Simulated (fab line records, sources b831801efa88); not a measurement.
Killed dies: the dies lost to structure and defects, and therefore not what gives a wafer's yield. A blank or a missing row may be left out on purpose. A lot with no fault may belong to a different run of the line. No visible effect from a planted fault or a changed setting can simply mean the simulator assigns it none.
fab line records | flow sky130
[record] lots = 12 wafers = 36 last_day = 50
route steps=708 shown FIELD_ISO@3 VT_ADJUST_NCORE@128 LI_CONTACT@364
lots that met no fault: from a run of the same line without faults
start_h: hours from the record's opening day to when the first of the lot's shown wafers began | wait_h: hours since the lot's step before | " same as the row above | L1.1+2: several wafers, shown together as one row | - either no value or no given start | * or withheld: withheld | < > ~ a bound
route shown NAME@n: names a module that has steps shown in the file, with the first one's number in the route | usual: mean/standard deviation of fault-free wafers | same: alike in all rows | chamber/n: place in a boat | sites: each site's reading | _std_site: their standard deviation | _edge_site: inner sites' mean taken away from outer sites' mean | radius_mm: for every site, how far away it sits from the centre of the wafer | mask NAME#n: copy n | behind: the last tool/chamber to shape the wafer | hold: why the lot went on hold/how many hours it stayed there/how the hold came to an end | device: transistor that didn't switch, given as n, p or np | end of line: tests of these same wafers at the route's end | a step with no rows: only its recipe | killed: the dies lost at the first sort to structure and to defects; this is not the yield of the wafer | map: the dies of a wafer, with x for killed, . for not killed, _ for no die there
set.NAME: the run value of the setting; set.NAME@STEP: its run value at that earlier step | model.NAME: the simulator's own value behind a step, which no gauge read
the route's steps for a sample of lots (tables are steps, rows are wafers)
services: the hour from which a tool's chamber was out of use, counted from the record's first day as start_h (under 0 if before that day), plus the number of hours and why
[[steps]]
[step SKY_FIELD_ISO_THK_MEAS_02]
[recipe] reads = SiO2_of_FIELD_ISO_OXIDATION_01
[usual] FIELD_ISO_OXIDATION_00_THK = 12.00/0.27
// columns lot.wafer tool chamber start_h wait_h FIELD_ISO_OXIDATION_00_THK[nm]
L969.1 film_metro-04 - 21.87 0.0 11.77
L969.4 " - " " 11.71
L969.5 " - " " 11.59
L970.1 film_metro-01 - 21.87 0.0 12.08
L970.4 " - " " 11.89
L970.6 " - " " 11.95
L972.1 film_metro-03 - 31.63 0.0 11.91
L972.3 " - " " 11.74
L972.6 " - " " 11.88
L973.1 film_metro-04 - 36.63 0.0 11.67
L973.3 " - " " 11.77
L973.5 " - " " 11.81
L979.1 film_metro-04 - 67.35 0.0 12.36
L979.2 " - " " 12.41
L979.3 " - " " 12.46
L982.4 film_metro-04 - 82.17 0.0 12.58
L982.5 " - " " 12.30
L982.6 " - " " 12.38
L983.1 film_metro-03 - 87.92 0.0 12.35
L983.2 " - " " 12.45
L983.4 " - " " 12.19
L984.1 film_metro-04 - 91.63 0.0 11.81
L984.4 " - " " 11.63
L984.6 " - " " 11.55
L985.2 film_metro-03 - 97.08 0.0 11.89
L985.5 " - " " 11.81
L985.6 " - " " 11.71
L986.2 film_metro-04 - 102.97 0.0 11.89
L986.3 " - " " 11.83
L986.4 " - " " 11.83
L987.3 film_metro-03 - 107.43 0.1 12.46
L987.4 " - " " 12.18
L987.5 " - " " 12.16
L988.1 film_metro-03 - 111.63 0.0 12.34
L988.4 " - " " 12.26
L988.5 " - " " 12.33
[step SKY_FIELD_ISO_ETCH_14]
[recipe] chemistry = N2/H2 target = BARC ion_energy_ev = 200 source_w = 500 bias_w = 100 pressure_mtorr = 30 n2_flow_sccm = 100 h2_flow_sccm = 200 stop_on = SiO2 time_s = 45.9 target_depth_a = 600
[usual] bias_w = 100.00/0.3 chamber_pressure_mTorr = 29.999/0.027 drypump_motor_current_A = 5.7/0.38 oes_product_au = 0.855/0.0048 throttle_valve_pct = 13.225/0.0088
// columns lot.wafer tool chamber start_h wait_h bias_w chamber_pressure_mTorr drypump_motor_current_A oes_product_au rf_hours_counter_h throttle_valve_pct
L969.1 rie_diel-01 0 37.39 0.1 99.54 30.001 5.3 0.857 49 13.227
L969.4 " 1 " " 100.10 30.019 5.6 0.859 47 13.221
L969.5 " 1 " " 99.94 30.033 5.6 0.855 - 13.239
L970.1 rie_diel-03 1 38.44 0.1 99.86 29.986 5.4 0.846 1 13.232
L970.4 " 2 " " 100.10 29.959 5.2 0.856 141 13.227
L970.6 " 3 " " 100.12 30.076 6.2 0.864 - 13.231
L972.1 rie_diel-03 1 52.61 0.1 100.26 29.952 5.4 0.843 1 13.219
L972.3 " 2 " " 100.14 29.980 5.3 0.850 141 13.223
L972.6 " 2 " " 99.99 29.966 5.2 0.850 - 13.222
L973.1 rie_diel-04 1 56.96 0.1 99.65 29.953 5.8 0.848 36 13.226
L973.3 " 3 " " 99.80 29.988 6.1 0.856 0 13.234
L973.5 " 1 " " 99.97 29.991 5.9 0.850 - 13.218
L979.1 rie_diel-04 2 85.33 0.1 100.52 30.023 5.1 0.859 56 13.223
L979.2 " 3 " " 100.36 30.018 6.1 0.849 1 13.216
L979.3 " 1 " " 99.92 29.980 5.8 0.856 37 13.219
L982.4 rie_diel-04 0 102.11 0.0 100.03 29.990 6.1 0.848 8 13.220
L982.5 " 2 " " 100.09 29.976 5.1 0.853 - 13.239
L982.6 " 3 " " 100.08 30.007 6.1 0.863 - 13.236
L983.1 rie_diel-04 0 108.43 0.1 100.29 30.014 6.1 0.863 8 13.225
L983.2 " 2 " " 100.00 30.028 5.1 0.858 56 13.221
L983.4 " 1 " " 100.10 29.963 5.8 0.853 37 13.206
L984.1 rie_diel-04 1 114.53 0.1 99.88 30.068 5.8 0.855 38 13.235
L984.4 " 2 " " 99.58 30.006 5.1 0.857 56 13.233
L984.6 " 3 " " 99.84 30.036 6.1 0.855 - 13.216
L985.2 rie_diel-01 2 117.31 0.1 100.49 29.961 5.8 0.853 6 13.220
L985.5 " 3 " " 100.21 29.995 6.1 0.853 - 13.224
L985.6 " 2 " " 99.76 30.047 5.8 0.854 - 13.216
L986.2 rie_diel-03 2 121.28 0.1 100.45 30.047 5.3 0.850 142 13.224
L986.3 " 3 " " 99.19 30.017 6.2 0.856 15 13.225
L986.4 " 1 " " 99.84 30.031 5.4 0.860 2 13.242
L987.3 rie_diel-03 1 127.68 0.1 100.15 29.980 5.4 0.856 3 13.226
L987.4 " 0 " " 99.93 29.994 6.0 0.859 34 13.209
L987.5 " 3 " " 99.82 29.994 6.2 0.864 - 13.232
L988.1 rie_diel-03 1 131.34 0.1 99.64 29.986 5.4 0.854 3 13.223
L988.4 " 0 " " 100.58 30.008 6.1 0.856 35 13.217
L988.5 " 1 " " 99.43 29.999 5.4 0.862 - 13.220
[step SKY_VT_ADJUST_NCORE_IMPLANT_09]
[recipe] species = B energy_kev = 10 dose_cm2 = 2.4e+12 tilt_deg = withheld
[usual] beam_energy_keV = 10.001/0.0037
// columns lot.wafer tool chamber start_h wait_h beam_energy_keV
L969.1 implanter-04 0 193.01 0.0 9.993
L969.4 " 0 " " 9.991
L969.5 " 0 " " 9.994
L970.1 implanter-02 0 211.03 0.0 10.002
L970.4 " 0 " " 10.001
L970.6 " 0 " " 10.001
L972.1 implanter-04 0 212.63 0.0 10.004
L972.3 " 0 " " 10.002
L972.6 " 0 " " 10.007
L973.1 implanter-04 0 229.57 0.0 9.998
L973.3 " 0 " " 9.999
L973.5 " 0 " " 9.997
L979.1 implanter-01 0 260.73 0.0 10.006
L979.2 " 0 " " 10.003
L979.3 " 0 " " 10.001
L982.4 implanter-01 0 281.68 0.1 10.000
L982.5 " 0 " " 10.001
L982.6 " 0 " " 10.004
L983.1 implanter-04 0 291.71 0.0 10.001
L983.2 " 0 " " 10.002
L983.4 " 0 " " 10.003
L984.1 implanter-01 0 299.91 0.0 13.782
L984.4 " 0 " " 13.785
L984.6 " 0 " " 13.780
L985.2 implanter-04 0 307.24 0.0 9.999
L985.5 " 0 " " 9.998
L985.6 " 0 " " 9.997
L986.2 implanter-01 0 310.00 0.0 13.783
L986.3 " 0 " " 13.787
L986.4 " 0 " " 13.788
L987.3 implanter-01 0 321.58 0.1 13.784
L987.4 " 0 " " 13.785
L987.5 " 0 " " 13.788
L988.1 implanter-04 0 321.83 0.0 9.999
L988.4 " 0 " " 10.000
L988.5 " 0 " " 10.002
[step SKY_VT_ADJUST_NCORE_TW_MEAS_11]
[usual] VT_ADJUST_NCORE_TW = 220.1/1.4
// columns lot.wafer tool chamber start_h wait_h VT_ADJUST_NCORE_TW
L969.1 film_metro-03 - 193.26 0.1 220.1
L969.4 " - " " 219.9
L969.5 " - " " 219.0
L970.1 film_metro-01 - 211.28 0.1 219.8
L970.4 " - " " 218.4
L970.6 " - " " 218.1
L972.1 film_metro-04 - 212.88 0.1 221.1
L972.3 " - " " 222.1
L972.6 " - " " 221.2
L973.1 film_metro-04 - 229.82 0.1 220.2
L973.3 " - " " 219.9
L973.5 " - " " 219.8
L979.1 film_metro-04 - 260.98 0.1 221.6
L979.2 " - " " 222.4
L979.3 " - " " 222.0
L982.4 film_metro-01 - 281.89 0.1 219.0
L982.5 " - " " 219.9
L982.6 " - " " 219.3
L983.1 film_metro-03 - 291.96 0.1 219.4
L983.2 " - " " 220.9
L983.4 " - " " 219.5
L984.1 film_metro-01 - 300.16 0.1 235.5
L984.4 " - " " 235.7
L984.6 " - " " 235.5
L985.2 film_metro-04 - 307.47 0.1 221.1
L985.5 " - " " 221.7
L985.6 " - " " 221.0
L986.2 film_metro-04 - 310.24 0.1 236.2
L986.3 " - " " 238.3
L986.4 " - " " 238.0
L987.3 film_metro-01 - 321.80 0.1 235.5
L987.4 " - " " 235.6
L987.5 " - " " 236.1
L988.1 film_metro-04 - 322.08 0.1 222.0
L988.4 " - " " 221.9
L988.5 " - " " 221.9
[step SKY_LI_CONTACT_CMP_02]
[recipe] material = PSG down_force_psi = 4 platen_rpm = 60 pad_velocity_m_s = 0.94248
[usual] motor_current_A = 11.8/1.3 time_to_endpoint_s = 37/3.1
// columns lot.wafer tool chamber start_h wait_h motor_current_A time_to_endpoint_s
L969.1 cmp-01 3 666.68 0.1 13.1 35
L969.4 " 0 " " 12.0 35
L969.5 " 0 " " 12.2 39
L970.1 cmp-01 2 677.13 0.1 9.3 34
L970.4 " 3 " " 12.3 35
L970.6 " 3 " " 13.1 36
L972.3 cmp-02 1 685.58 0.1 12.5 32
L972.1 " 2 " " 12.5 36
L972.6 " 0 " " 12.4 34
L973.3 cmp-01 3 704.79 0.0 12.4 34
L973.1 " 2 " " 9.1 34
L973.5 " 3 " " 12.5 34
L979.1 cmp-02 2 742.36 0.1 12.0 36
L979.3 " 3 " " 13.3 35
L979.2 " 1 " " 12.0 34
L982.4 cmp-01 3 759.80 0.1 12.3 38
L982.6 " 2 " " 9.2 36
L982.5 " 3 " " 12.9 38
L983.4 cmp-01 2 775.55 0.0 9.1 34
L983.1 " 3 " " 12.2 35
L983.2 " 1 " " 11.2 43
L984.4 cmp-01 3 782.88 0.1 13.1 39
L984.1 " 0 " " 12.2 43
L984.6 " 3 " " 13.4 39
L985.2 cmp-02 0 786.43 0.1 13.3 34
L985.6 " 3 " " 13.3 39
L985.5 " 0 " " 12.2 36
L986.3 cmp-01 3 791.73 0.0 12.3 37
L986.4 " 0 " " 12.9 43
L986.2 " 2 " " 9.4 40
L987.3 cmp-01 1 806.70 0.0 11.0 44
L987.4 " 2 " " 8.7 37
L987.5 " 1 " " 11.1 41
L988.1 cmp-02 3 809.36 0.1 13.1 36
L988.4 " 0 " " 13.6 31
L988.5 " 0 " " 13.9 33
[[services]]
// columns tool chamber start_h hours kind
cmp-01 - 21.06 0.6 repair
cmp-01 - 28.09 1.3 repair
cmp-01 - 38.25 0.5 repair
implanter-04 - 51.85 3.1 pm
cmp-01 - 64.08 4.0 pm
implanter-04 - 109.65 1.2 repair
implanter-04 - 144.23 2.4 repair
cmp-01 - 157.45 5.1 pm
implanter-04 - 300.17 2.1 repair
cmp-01 - 300.31 1.4 repair
implanter-04 - 364.72 8.5 repair
cmp-01 - 404.08 4.0 pm
implanter-04 - 407.37 2.8 repair
implanter-04 - 427.66 2.7 repair
cmp-01 - 433.43 12.3 pm
cmp-01 - 526.45 4.1 pm
cmp-01 - 567.37 1.0 repair
cmp-01 - 579.00 4.2 pm
cmp-01 - 585.44 4.3 repair
cmp-01 - 663.03 0.4 repair
cmp-01 - 681.32 3.7 repair
cmp-01 - 709.92 23.8 repair
cmp-01 - 734.46 1.3 repair
cmp-01 - 744.08 4.0 pm
[[key]]
[first_sign] step = SKY_VT_ADJUST_NCORE_IMPLANT_09 reading = beam_energy_keV direction = up sigmas = 99+ usual = * struck = *
[effect] step = SKY_VT_ADJUST_NCORE_TW_MEAS_11 reading = VT_ADJUST_NCORE_TW direction = up sigmas = 12 usual = 220.1 struck = 236.3
met_at SKY_VT_ADJUST_NCORE_IMPLANT_09
struck_lots L984,L986,L987
tester_left_out L984,L986,L987
not_acting_at SKY_FIELD_ISO_THK_MEAS_02,SKY_FIELD_ISO_ETCH_14,SKY_LI_CONTACT_CMP_02
onset_between 281.68 299.91
[fault] kind = process_parameter_drift tool = implanter-01 chamber = - onset_h = 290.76 steps = SKY_VT_ADJUST_NCORE_IMPLANT_09 channel = energy_kev offset = * shape = step end_h = 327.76 acts_in = * stated = *
// tester_left_out: of these lots the tester's yield and bins aren't shown, on N5 and GAA mostly nor the transistor test; their killed dies are dies lost to structure and defects alone, not to doping, threshold or leakage, so they don't give the yield
